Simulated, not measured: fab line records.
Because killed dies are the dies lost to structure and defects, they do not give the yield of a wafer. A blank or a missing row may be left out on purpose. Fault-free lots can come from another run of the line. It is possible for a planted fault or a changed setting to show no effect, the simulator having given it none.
fab line records || flow sky130
record: {"lots": 7, "wafers": 21, "last-day": 50}
route steps=708 shown VT_ADJUST_HVTR@135 VT_ADJUST_PCH@143
lots untouched by any fault: they come from a run of this same line in which no faults occurred
start-h: the number of hours between the record's first day and the start of the first shown wafer of the lot || wait-h: hours from the lot's prior step to this one || " repeats the value in the row above || L1.1+2: a row that stands for several wafers || - value missing, or start not given || * or withheld: withheld || < > ~ a bound
route shown NAME@n: a module of which the file shows steps, and the number in the route of the first || usual: mean/standard deviation of fault-free wafers || same: alike in all rows || chamber/n: place in a boat || sites: the reading at each site || _std_site: the values' standard deviation || _edge_site: mean of outer sites minus mean of inner sites || radius-mm: how far each site lies from the wafer's centre || mask NAME#n: copy n || behind: the most recent tool/chamber to have shaped the wafer || hold: why the lot was held/for how many hours/how that ended || device: transistor that didn't switch, given as n, p or np || end of line: at the end of the route, the tests of the same wafers || for a step that has no rows: nothing shown but its recipe || killed: at the first sort, the dies lost to defects and structure; wafer yield is something else || map: a wafer's dies, marking killed ones x, the rest . and places with no die _
set.NAME: the setting the step ran with; set.NAME@STEP: the setting that earlier step ran with || model.NAME: the simulator's own value behind a step, which no gauge read
lots at selected steps of the route; one table per step, one row per wafer
services: from which hour (start-h, from the record's first day; less than 0 if before it) a tool's chamber was out of use, for how many hours, and why
== steps ==
step: SKY_VT_ADJUST_HVTR_EXPOSE_04
recipe: {"mask-id": "HVTRM", "target-cd-nm": 380, "na": 0.6, "source-shape": "conventional", "sigma-outer": 0.6, "dose-mj": 150}
step: SKY_VT_ADJUST_HVTR_PEB_05
recipe: {"temp-c": "withheld", "time-s": "*", "resist": "NOVOLAK"}
step: SKY_VT_ADJUST_HVTR_DEVELOP_06
recipe: {"develop-time-s": 60, "dev-temp-c": 23}
step: SKY_VT_ADJUST_HVTR_CD_MEAS_07
recipe: {"target-cd-nm": 380}
usual: {"cd-nm": "380.6/2.7"}
{"lot.wafer": "L154.2", "tool": "cd-sem-01", "chamber": "-", "start-h": 231.49, "wait-h": 0.1, "cd-nm": 379.8}
{"lot.wafer": "L154.3", "tool": "cd-sem-01", "chamber": "-", "start-h": 231.49, "wait-h": 0.1, "cd-nm": 379.5}
{"lot.wafer": "L154.5", "tool": "cd-sem-01", "chamber": "-", "start-h": 231.49, "wait-h": 0.1, "cd-nm": 381.1}
{"lot.wafer": "L158.1", "tool": "cd-sem-01", "chamber": "-", "start-h": 261.74, "wait-h": 0.1, "cd-nm": 381.2}
{"lot.wafer": "L158.3", "tool": "cd-sem-01", "chamber": "-", "start-h": 261.74, "wait-h": 0.1, "cd-nm": 380.6}
{"lot.wafer": "L158.4", "tool": "cd-sem-01", "chamber": "-", "start-h": 261.74, "wait-h": 0.1, "cd-nm": 379.3}
{"lot.wafer": "L164.1", "tool": "cd-sem-02", "chamber": "-", "start-h": 303.94, "wait-h": 0.1, "cd-nm": 378.7}
{"lot.wafer": "L164.3", "tool": "cd-sem-02", "chamber": "-", "start-h": 303.94, "wait-h": 0.1, "cd-nm": 382.0}
{"lot.wafer": "L164.5", "tool": "cd-sem-02", "chamber": "-", "start-h": 303.94, "wait-h": 0.1, "cd-nm": 378.4}
{"lot.wafer": "L165.2", "tool": "cd-sem-02", "chamber": "-", "start-h": 308.04, "wait-h": 0.1, "cd-nm": 379.6}
{"lot.wafer": "L165.4", "tool": "cd-sem-02", "chamber": "-", "start-h": 308.04, "wait-h": 0.1, "cd-nm": 381.7}
{"lot.wafer": "L165.5", "tool": "cd-sem-02", "chamber": "-", "start-h": 308.04, "wait-h": 0.1, "cd-nm": 377.7}
{"lot.wafer": "L166.2", "tool": "cd-sem-02", "chamber": "-", "start-h": 317.16, "wait-h": 0.1, "cd-nm": 381.3}
{"lot.wafer": "L166.4", "tool": "cd-sem-02", "chamber": "-", "start-h": 317.16, "wait-h": 0.1, "cd-nm": 379.9}
{"lot.wafer": "L166.5", "tool": "cd-sem-02", "chamber": "-", "start-h": 317.16, "wait-h": 0.1, "cd-nm": 378.5}
{"lot.wafer": "L167.1", "tool": "cd-sem-01", "chamber": "-", "start-h": 324.24, "wait-h": 0.1, "cd-nm": 379.2}
{"lot.wafer": "L167.2", "tool": "cd-sem-01", "chamber": "-", "start-h": 324.24, "wait-h": 0.1, "cd-nm": 380.3}
{"lot.wafer": "L167.3", "tool": "cd-sem-01", "chamber": "-", "start-h": 324.24, "wait-h": 0.1, "cd-nm": 379.0}
{"lot.wafer": "L174.2", "tool": "cd-sem-02", "chamber": "-", "start-h": 378.68, "wait-h": 0.2, "cd-nm": 377.0}
{"lot.wafer": "L174.3", "tool": "cd-sem-02", "chamber": "-", "start-h": 378.68, "wait-h": 0.2, "cd-nm": 373.4}
{"lot.wafer": "L174.4", "tool": "cd-sem-02", "chamber": "-", "start-h": 378.68, "wait-h": 0.2, "cd-nm": 375.6}
step: SKY_VT_ADJUST_HVTR_OVL_MEAS_08
usual: {"VT_ADJUST_HVTR_OVL": "-1.2/1.2"}
{"lot.wafer": "L154.2", "tool": "overlay-01", "chamber": "-", "start-h": 231.59, "wait-h": 0.1, "VT_ADJUST_HVTR_OVL[nm]": -1.9}
{"lot.wafer": "L154.3", "tool": "overlay-01", "chamber": "-", "start-h": 231.59, "wait-h": 0.1, "VT_ADJUST_HVTR_OVL[nm]": -0.5}
{"lot.wafer": "L154.5", "tool": "overlay-01", "chamber": "-", "start-h": 231.59, "wait-h": 0.1, "VT_ADJUST_HVTR_OVL[nm]": -1.1}
{"lot.wafer": "L158.1", "tool": "overlay-01", "chamber": "-", "start-h": 261.86, "wait-h": 0.1, "VT_ADJUST_HVTR_OVL[nm]": 0.0}
{"lot.wafer": "L158.3", "tool": "overlay-01", "chamber": "-", "start-h": 261.86, "wait-h": 0.1, "VT_ADJUST_HVTR_OVL[nm]": -0.5}
{"lot.wafer": "L158.4", "tool": "overlay-01", "chamber": "-", "start-h": 261.86, "wait-h": 0.1, "VT_ADJUST_HVTR_OVL[nm]": -2.8}
{"lot.wafer": "L164.1", "tool": "overlay-02", "chamber": "-", "start-h": 304.06, "wait-h": 0.1, "VT_ADJUST_HVTR_OVL[nm]": -2.1}
{"lot.wafer": "L164.3", "tool": "overlay-02", "chamber": "-", "start-h": 304.06, "wait-h": 0.1, "VT_ADJUST_HVTR_OVL[nm]": -0.7}
{"lot.wafer": "L164.5", "tool": "overlay-02", "chamber": "-", "start-h": 304.06, "wait-h": 0.1, "VT_ADJUST_HVTR_OVL[nm]": 0.5}
{"lot.wafer": "L165.2", "tool": "overlay-01", "chamber": "-", "start-h": 308.14, "wait-h": 0.1, "VT_ADJUST_HVTR_OVL[nm]": -1.3}
{"lot.wafer": "L165.4", "tool": "overlay-01", "chamber": "-", "start-h": 308.14, "wait-h": 0.1, "VT_ADJUST_HVTR_OVL[nm]": -1.9}
{"lot.wafer": "L165.5", "tool": "overlay-01", "chamber": "-", "start-h": 308.14, "wait-h": 0.1, "VT_ADJUST_HVTR_OVL[nm]": -0.2}
{"lot.wafer": "L166.2", "tool": "overlay-02", "chamber": "-", "start-h": 317.26, "wait-h": 0.1, "VT_ADJUST_HVTR_OVL[nm]": 0.5}
{"lot.wafer": "L166.4", "tool": "overlay-02", "chamber": "-", "start-h": 317.26, "wait-h": 0.1, "VT_ADJUST_HVTR_OVL[nm]": -2.0}
{"lot.wafer": "L166.5", "tool": "overlay-02", "chamber": "-", "start-h": 317.26, "wait-h": 0.1, "VT_ADJUST_HVTR_OVL[nm]": -1.6}
{"lot.wafer": "L167.1", "tool": "overlay-02", "chamber": "-", "start-h": 324.36, "wait-h": 0.1, "VT_ADJUST_HVTR_OVL[nm]": -2.2}
{"lot.wafer": "L167.2", "tool": "overlay-02", "chamber": "-", "start-h": 324.36, "wait-h": 0.1, "VT_ADJUST_HVTR_OVL[nm]": -0.9}
{"lot.wafer": "L167.3", "tool": "overlay-02", "chamber": "-", "start-h": 324.36, "wait-h": 0.1, "VT_ADJUST_HVTR_OVL[nm]": -1.3}
{"lot.wafer": "L174.2", "tool": "overlay-02", "chamber": "-", "start-h": 378.79, "wait-h": 0.1, "VT_ADJUST_HVTR_OVL[nm]": -2.3}
{"lot.wafer": "L174.3", "tool": "overlay-02", "chamber": "-", "start-h": 378.79, "wait-h": 0.1, "VT_ADJUST_HVTR_OVL[nm]": -0.1}
{"lot.wafer": "L174.4", "tool": "overlay-02", "chamber": "-", "start-h": 378.79, "wait-h": 0.1, "VT_ADJUST_HVTR_OVL[nm]": 0.8}
step: SKY_VT_ADJUST_HVTR_IMPLANT_09
recipe: {"species": "B", "energy-kev": 10, "dose-cm2": 2.1e+12, "tilt-deg": "withheld"}
step: SKY_VT_ADJUST_HVTR_STRIP_10
recipe: {"chemistry": "O2/N2", "power-w": 1400, "pressure-mtorr": 1500, "platen-temp-c": "withheld", "o2-flow-sccm": 3000, "n2-flow-sccm": 300, "overash-fraction": 0.5}
usual: {"drypump-motor-current-A": "5.8/0.4", "oes-product-au": "0.715/0.0046", "strip-time-to-endpoint-s": "14.20/0.038"}
{"lot.wafer": "L154.2", "tool": "plasma-asher-04", "chamber": 1, "start-h": 231.77, "wait-h": 0.1, "drypump-motor-current-A": 5.7, "oes-product-au": 0.715, "rf-hours-counter-h": 58, "strip-time-to-endpoint-s": 14.22}
{"lot.wafer": "L154.3", "tool": "plasma-asher-04", "chamber": 1, "start-h": 231.77, "wait-h": 0.1, "drypump-motor-current-A": 5.7, "oes-product-au": 0.716, "rf-hours-counter-h": "-", "strip-time-to-endpoint-s": 14.21}
{"lot.wafer": "L154.5", "tool": "plasma-asher-04", "chamber": 1, "start-h": 231.77, "wait-h": 0.1, "drypump-motor-current-A": 5.7, "oes-product-au": 0.709, "rf-hours-counter-h": "-", "strip-time-to-endpoint-s": 14.13}
{"lot.wafer": "L158.1", "tool": "plasma-asher-04", "chamber": 0, "start-h": 262.05, "wait-h": 0.1, "drypump-motor-current-A": 5.6, "oes-product-au": 0.708, "rf-hours-counter-h": 61, "strip-time-to-endpoint-s": 14.30}
{"lot.wafer": "L158.3", "tool": "plasma-asher-04", "chamber": 1, "start-h": 262.05, "wait-h": 0.1, "drypump-motor-current-A": 5.7, "oes-product-au": 0.720, "rf-hours-counter-h": "-", "strip-time-to-endpoint-s": 14.28}
{"lot.wafer": "L158.4", "tool": "plasma-asher-04", "chamber": 0, "start-h": 262.05, "wait-h": 0.1, "drypump-motor-current-A": 5.5, "oes-product-au": 0.712, "rf-hours-counter-h": "-", "strip-time-to-endpoint-s": 14.26}
{"lot.wafer": "L164.1", "tool": "plasma-asher-01", "chamber": 0, "start-h": 304.24, "wait-h": 0.1, "drypump-motor-current-A": 5.1, "oes-product-au": 0.725, "rf-hours-counter-h": 17, "strip-time-to-endpoint-s": 14.13}
{"lot.wafer": "L164.3", "tool": "plasma-asher-01", "chamber": 0, "start-h": 304.24, "wait-h": 0.1, "drypump-motor-current-A": 5.0, "oes-product-au": 0.713, "rf-hours-counter-h": "-", "strip-time-to-endpoint-s": 14.19}
{"lot.wafer": "L164.5", "tool": "plasma-asher-01", "chamber": 0, "start-h": 304.24, "wait-h": 0.1, "drypump-motor-current-A": 5.0, "oes-product-au": 0.716, "rf-hours-counter-h": "-", "strip-time-to-endpoint-s": 14.18}
{"lot.wafer": "L165.2", "tool": "plasma-asher-04", "chamber": 0, "start-h": 308.32, "wait-h": 0.1, "drypump-motor-current-A": 5.5, "oes-product-au": 0.711, "rf-hours-counter-h": 65, "strip-time-to-endpoint-s": 14.27}
{"lot.wafer": "L165.4", "tool": "plasma-asher-04", "chamber": 0, "start-h": 308.32, "wait-h": 0.1, "drypump-motor-current-A": 5.5, "oes-product-au": 0.718, "rf-hours-counter-h": "-", "strip-time-to-endpoint-s": 14.23}
{"lot.wafer": "L165.5", "tool": "plasma-asher-04", "chamber": 0, "start-h": 308.32, "wait-h": 0.1, "drypump-motor-current-A": 5.6, "oes-product-au": 0.716, "rf-hours-counter-h": "-", "strip-time-to-endpoint-s": 14.21}
{"lot.wafer": "L166.2", "tool": "plasma-asher-02", "chamber": 1, "start-h": 317.44, "wait-h": 0.1, "drypump-motor-current-A": 5.9, "oes-product-au": 0.713, "rf-hours-counter-h": 45, "strip-time-to-endpoint-s": 14.17}
{"lot.wafer": "L166.4", "tool": "plasma-asher-02", "chamber": 1, "start-h": 317.44, "wait-h": 0.1, "drypump-motor-current-A": 5.9, "oes-product-au": 0.710, "rf-hours-counter-h": "-", "strip-time-to-endpoint-s": 14.19}
{"lot.wafer": "L166.5", "tool": "plasma-asher-02", "chamber": 0, "start-h": 317.44, "wait-h": 0.1, "drypump-motor-current-A": 6.4, "oes-product-au": 0.718, "rf-hours-counter-h": "-", "strip-time-to-endpoint-s": 14.23}
{"lot.wafer": "L167.1", "tool": "plasma-asher-02", "chamber": 1, "start-h": 324.54, "wait-h": 0.1, "drypump-motor-current-A": 5.9, "oes-product-au": 0.721, "rf-hours-counter-h": 46, "strip-time-to-endpoint-s": 14.18}
{"lot.wafer": "L167.2", "tool": "plasma-asher-02", "chamber": 0, "start-h": 324.54, "wait-h": 0.1, "drypump-motor-current-A": 6.4, "oes-product-au": 0.718, "rf-hours-counter-h": 46, "strip-time-to-endpoint-s": 14.23}
{"lot.wafer": "L167.3", "tool": "plasma-asher-02", "chamber": 0, "start-h": 324.54, "wait-h": 0.1, "drypump-motor-current-A": 6.4, "oes-product-au": 0.711, "rf-hours-counter-h": "-", "strip-time-to-endpoint-s": 14.21}
{"lot.wafer": "L174.2", "tool": "plasma-asher-02", "chamber": 0, "start-h": 378.97, "wait-h": 0.1, "drypump-motor-current-A": 6.4, "oes-product-au": 0.713, "rf-hours-counter-h": 51, "strip-time-to-endpoint-s": 14.16}
{"lot.wafer": "L174.3", "tool": "plasma-asher-02", "chamber": 1, "start-h": 378.97, "wait-h": 0.1, "drypump-motor-current-A": 5.9, "oes-product-au": 0.716, "rf-hours-counter-h": "-", "strip-time-to-endpoint-s": 14.16}
{"lot.wafer": "L174.4", "tool": "plasma-asher-02", "chamber": 0, "start-h": 378.97, "wait-h": 0.1, "drypump-motor-current-A": 6.4, "oes-product-au": 0.717, "rf-hours-counter-h": "-", "strip-time-to-endpoint-s": 14.19}
step: SKY_VT_ADJUST_HVTR_TW_MEAS_11
usual: {"VT_ADJUST_HVTR_TW": "209.5/1.2"}
{"lot.wafer": "L154.2", "tool": "film-metro-04", "chamber": "-", "start-h": 231.88, "wait-h": 0.1, "VT_ADJUST_HVTR_TW": 211.6}
{"lot.wafer": "L154.3", "tool": "film-metro-04", "chamber": "-", "start-h": 231.88, "wait-h": 0.1, "VT_ADJUST_HVTR_TW": 211.2}
{"lot.wafer": "L154.5", "tool": "film-metro-04", "chamber": "-", "start-h": 231.88, "wait-h": 0.1, "VT_ADJUST_HVTR_TW": 211.5}
{"lot.wafer": "L158.1", "tool": "film-metro-04", "chamber": "-", "start-h": 262.15, "wait-h": 0.1, "VT_ADJUST_HVTR_TW": 210.2}
{"lot.wafer": "L158.3", "tool": "film-metro-04", "chamber": "-", "start-h": 262.15, "wait-h": 0.1, "VT_ADJUST_HVTR_TW": 208.2}
{"lot.wafer": "L158.4", "tool": "film-metro-04", "chamber": "-", "start-h": 262.15, "wait-h": 0.1, "VT_ADJUST_HVTR_TW": 210.3}
{"lot.wafer": "L164.1", "tool": "film-metro-01", "chamber": "-", "start-h": 304.34, "wait-h": 0.1, "VT_ADJUST_HVTR_TW": 210.5}
{"lot.wafer": "L164.3", "tool": "film-metro-01", "chamber": "-", "start-h": 304.34, "wait-h": 0.1, "VT_ADJUST_HVTR_TW": 210.2}
{"lot.wafer": "L164.5", "tool": "film-metro-01", "chamber": "-", "start-h": 304.34, "wait-h": 0.1, "VT_ADJUST_HVTR_TW": 210.7}
{"lot.wafer": "L165.2", "tool": "film-metro-01", "chamber": "-", "start-h": 308.43, "wait-h": 0.1, "VT_ADJUST_HVTR_TW": 209.8}
{"lot.wafer": "L165.4", "tool": "film-metro-01", "chamber": "-", "start-h": 308.43, "wait-h": 0.1, "VT_ADJUST_HVTR_TW": 209.3}
{"lot.wafer": "L165.5", "tool": "film-metro-01", "chamber": "-", "start-h": 308.43, "wait-h": 0.1, "VT_ADJUST_HVTR_TW": 210.8}
{"lot.wafer": "L166.2", "tool": "film-metro-02", "chamber": "-", "start-h": 317.55, "wait-h": 0.1, "VT_ADJUST_HVTR_TW": 208.0}
{"lot.wafer": "L166.4", "tool": "film-metro-02", "chamber": "-", "start-h": 317.55, "wait-h": 0.1, "VT_ADJUST_HVTR_TW": 209.4}
{"lot.wafer": "L166.5", "tool": "film-metro-02", "chamber": "-", "start-h": 317.55, "wait-h": 0.1, "VT_ADJUST_HVTR_TW": 209.4}
{"lot.wafer": "L167.1", "tool": "film-metro-01", "chamber": "-", "start-h": 324.64, "wait-h": 0.1, "VT_ADJUST_HVTR_TW": 209.1}
{"lot.wafer": "L167.2", "tool": "film-metro-01", "chamber": "-", "start-h": 324.64, "wait-h": 0.1, "VT_ADJUST_HVTR_TW": 209.0}
{"lot.wafer": "L167.3", "tool": "film-metro-01", "chamber": "-", "start-h": 324.64, "wait-h": 0.1, "VT_ADJUST_HVTR_TW": 208.9}
{"lot.wafer": "L174.2", "tool": "film-metro-04", "chamber": "-", "start-h": 379.08, "wait-h": 0.1, "VT_ADJUST_HVTR_TW": 211.8}
{"lot.wafer": "L174.3", "tool": "film-metro-04", "chamber": "-", "start-h": 379.08, "wait-h": 0.1, "VT_ADJUST_HVTR_TW": 211.3}
{"lot.wafer": "L174.4", "tool": "film-metro-04", "chamber": "-", "start-h": 379.08, "wait-h": 0.1, "VT_ADJUST_HVTR_TW": 211.6}
step: SKY_VT_ADJUST_PCH_DEHYDRATE_00
recipe: {"temp-c": 200, "time-s": 60}
step: SKY_VT_ADJUST_PCH_HMDS_01
recipe: {"prime-time-s": 60, "prime-temp-c": 120}
step: SKY_VT_ADJUST_PCH_COAT_02
recipe: {"spin-rpm": 2000, "resist-thk-nm": 3000}
step: SKY_VT_ADJUST_PCH_SOFTBAKE_03
recipe: {"temp-c": 110, "time-s": "withheld"}
step: SKY_VT_ADJUST_PCH_EXPOSE_04
recipe: {"mask-id": "NWM", "na": 0.6, "source-shape": "conventional", "sigma-outer": 0.6, "polarization": "unpolarized", "target-cd-nm": 840, "dose-mj": 255}
usual: {"exposure-dose-mJ-cm2": "254.98/0.26", "focus-offset-nm": "0.0/0.45", "reticle-temp-C": "23.00/0.11", "stage-vel-mm-s": "500.02/0.27"}
{"lot.wafer": "L154.2", "tool": "iline-stepper-01", "chamber": 0, "start-h": 243.76, "wait-h": "-", "mask": "NWM#0", "exposure-dose-mJ-cm2": 254.63, "focus-offset-nm": -0.2, "reticle-temp-C": 22.87, "stage-vel-mm-s": 500.13}
{"lot.wafer": "L154.3", "tool": "iline-stepper-01", "chamber": 0, "start-h": 243.76, "wait-h": "-", "mask": "NWM#0", "exposure-dose-mJ-cm2": 254.96, "focus-offset-nm": 0.0, "reticle-temp-C": 22.93, "stage-vel-mm-s": 500.26}
{"lot.wafer": "L154.5", "tool": "iline-stepper-01", "chamber": 0, "start-h": 243.76, "wait-h": "-", "mask": "NWM#0", "exposure-dose-mJ-cm2": 254.64, "focus-offset-nm": -0.2, "reticle-temp-C": 22.99, "stage-vel-mm-s": 499.84}
{"lot.wafer": "L158.1", "tool": "iline-stepper-01", "chamber": 0, "start-h": 274.12, "wait-h": "-", "mask": "NWM#0", "exposure-dose-mJ-cm2": 255.12, "focus-offset-nm": -0.5, "reticle-temp-C": 22.95, "stage-vel-mm-s": 500.00}
{"lot.wafer": "L158.3", "tool": "iline-stepper-01", "chamber": 0, "start-h": 274.12, "wait-h": "-", "mask": "NWM#0", "exposure-dose-mJ-cm2": 255.03, "focus-offset-nm": 0.2, "reticle-temp-C": 23.00, "stage-vel-mm-s": 499.97}
{"lot.wafer": "L158.4", "tool": "iline-stepper-01", "chamber": 0, "start-h": 274.12, "wait-h": "-", "mask": "NWM#0", "exposure-dose-mJ-cm2": 255.05, "focus-offset-nm": 0.3, "reticle-temp-C": 23.00, "stage-vel-mm-s": 500.08}
{"lot.wafer": "L164.1", "tool": "iline-stepper-01", "chamber": "-", "start-h": 317.41, "wait-h": "-", "mask": "NWM#0", "exposure-dose-mJ-cm2": "-", "focus-offset-nm": "-", "reticle-temp-C": "-", "stage-vel-mm-s": "-"}
{"lot.wafer": "L164.3", "tool": "iline-stepper-01", "chamber": "-", "start-h": 317.41, "wait-h": "-", "mask": "NWM#0", "exposure-dose-mJ-cm2": "-", "focus-offset-nm": "-", "reticle-temp-C": "-", "stage-vel-mm-s": "-"}
{"lot.wafer": "L164.5", "tool": "iline-stepper-01", "chamber": "-", "start-h": 317.41, "wait-h": "-", "mask": "NWM#0", "exposure-dose-mJ-cm2": "-", "focus-offset-nm": "-", "reticle-temp-C": "-", "stage-vel-mm-s": "-"}
{"lot.wafer": "L165.2", "tool": "iline-stepper-01", "chamber": "-", "start-h": 321.66, "wait-h": "-", "mask": "NWM#0", "exposure-dose-mJ-cm2": "-", "focus-offset-nm": "-", "reticle-temp-C": "-", "stage-vel-mm-s": "-"}
{"lot.wafer": "L165.4", "tool": "iline-stepper-01", "chamber": "-", "start-h": 321.66, "wait-h": "-", "mask": "NWM#0", "exposure-dose-mJ-cm2": "-", "focus-offset-nm": "-", "reticle-temp-C": "-", "stage-vel-mm-s": "-"}
{"lot.wafer": "L165.5", "tool": "iline-stepper-01", "chamber": "-", "start-h": 321.66, "wait-h": "-", "mask": "NWM#0", "exposure-dose-mJ-cm2": "-", "focus-offset-nm": "-", "reticle-temp-C": "-", "stage-vel-mm-s": "-"}
{"lot.wafer": "L166.2", "tool": "iline-stepper-02", "chamber": "-", "start-h": 331.18, "wait-h": "-", "mask": "NWM#0", "exposure-dose-mJ-cm2": "-", "focus-offset-nm": "-", "reticle-temp-C": "-", "stage-vel-mm-s": "-"}
{"lot.wafer": "L166.4", "tool": "iline-stepper-02", "chamber": "-", "start-h": 331.18, "wait-h": "-", "mask": "NWM#0", "exposure-dose-mJ-cm2": "-", "focus-offset-nm": "-", "reticle-temp-C": "-", "stage-vel-mm-s": "-"}
{"lot.wafer": "L166.5", "tool": "iline-stepper-02", "chamber": "-", "start-h": 331.18, "wait-h": "-", "mask": "NWM#0", "exposure-dose-mJ-cm2": "-", "focus-offset-nm": "-", "reticle-temp-C": "-", "stage-vel-mm-s": "-"}
{"lot.wafer": "L167.1", "tool": "iline-stepper-02", "chamber": 0, "start-h": 337.79, "wait-h": "-", "mask": "NWM#0", "exposure-dose-mJ-cm2": 255.17, "focus-offset-nm": 0.3, "reticle-temp-C": 23.27, "stage-vel-mm-s": 499.95}
{"lot.wafer": "L167.2", "tool": "iline-stepper-02", "chamber": 0, "start-h": 337.79, "wait-h": "-", "mask": "NWM#0", "exposure-dose-mJ-cm2": 255.12, "focus-offset-nm": -0.1, "reticle-temp-C": 23.11, "stage-vel-mm-s": 499.82}
{"lot.wafer": "L167.3", "tool": "iline-stepper-02", "chamber": 0, "start-h": 337.79, "wait-h": "-", "mask": "NWM#0", "exposure-dose-mJ-cm2": 255.32, "focus-offset-nm": -0.9, "reticle-temp-C": 23.11, "stage-vel-mm-s": 499.72}
{"lot.wafer": "L174.2", "tool": "iline-stepper-01", "chamber": 0, "start-h": 392.63, "wait-h": "-", "mask": "NWM#0", "exposure-dose-mJ-cm2": 254.71, "focus-offset-nm": 0.8, "reticle-temp-C": 23.03, "stage-vel-mm-s": 499.53}
{"lot.wafer": "L174.3", "tool": "iline-stepper-01", "chamber": 0, "start-h": 392.63, "wait-h": "-", "mask": "NWM#0", "exposure-dose-mJ-cm2": 254.89, "focus-offset-nm": 0.5, "reticle-temp-C": 22.96, "stage-vel-mm-s": 499.86}
{"lot.wafer": "L174.4", "tool": "iline-stepper-01", "chamber": 0, "start-h": 392.63, "wait-h": "-", "mask": "NWM#0", "exposure-dose-mJ-cm2": 255.01, "focus-offset-nm": 0.5, "reticle-temp-C": 22.94, "stage-vel-mm-s": 499.64}
step: SKY_VT_ADJUST_PCH_PEB_05
recipe: {"temp-c": 115, "time-s": "withheld"}
== services ==
{"tool": "iline-stepper-02", "chamber": "-", "start-h": 222.18, "hours": 0.6, "kind": "repair"}
{"tool": "iline-stepper-01", "chamber": "-", "start-h": 232.05, "hours": 1.8, "kind": "repair"}
{"tool": "iline-stepper-01", "chamber": 0, "start-h": 233.01, "hours": "-", "kind": "calibration"}
{"tool": "iline-stepper-02", "chamber": 0, "start-h": 236.66, "hours": "-", "kind": "calibration"}
{"tool": "iline-stepper-02", "chamber": "-", "start-h": 251.47, "hours": 40.1, "kind": "repair"}
{"tool": "plasma-asher-01", "chamber": "-", "start-h": 277.26, "hours": 1.2, "kind": "repair"}
{"tool": "iline-stepper-02", "chamber": "-", "start-h": 319.81, "hours": 8.9, "kind": "pm"}
{"tool": "iline-stepper-01", "chamber": "-", "start-h": 333.84, "hours": 1.2, "kind": "repair"}
{"tool": "plasma-asher-04", "chamber": "-", "start-h": 337.86, "hours": 1.8, "kind": "repair"}
{"tool": "plasma-asher-01", "chamber": "-", "start-h": 356.75, "hours": 6.5, "kind": "repair"}
== key ==
first-sign: {"step": "SKY_VT_ADJUST_PCH_EXPOSE_04", "reading": "tool-record", "direction": "missing"}
effect none on later readings
met-at SKY_VT_ADJUST_PCH_EXPOSE_04
struck-wafers L164.1,L164.3,L164.5,L165.2,L165.4,L165.5,L166.2,L166.4,L166.5
sort-left-out L164.1,L164.3,L164.5,L165.2,L165.4,L165.5,L166.2,L166.4,L166.5
tester-left-out L164,L165,L166
onset-between 274.12 317.41
fault: {"kind": "skipped-step-whole", "tool": "iline-stepper-01,iline-stepper-02", "chamber": "-", "onset-h": 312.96, "steps": "SKY_VT_ADJUST_PCH_EXPOSE_04", "scope": "struck-lots-only"}
tester-left-out: of these lots the tester's yield and bins aren't shown, on N5 and GAA mostly nor the transistor test; their killed dies are dies lost to structure and defects alone, not to doping, threshold or leakage, so they don't give the yield
sort-left-out: the simulated sort isn't trusted on such a fault, so these wafers' sort isn't shown, and their yield isn't known
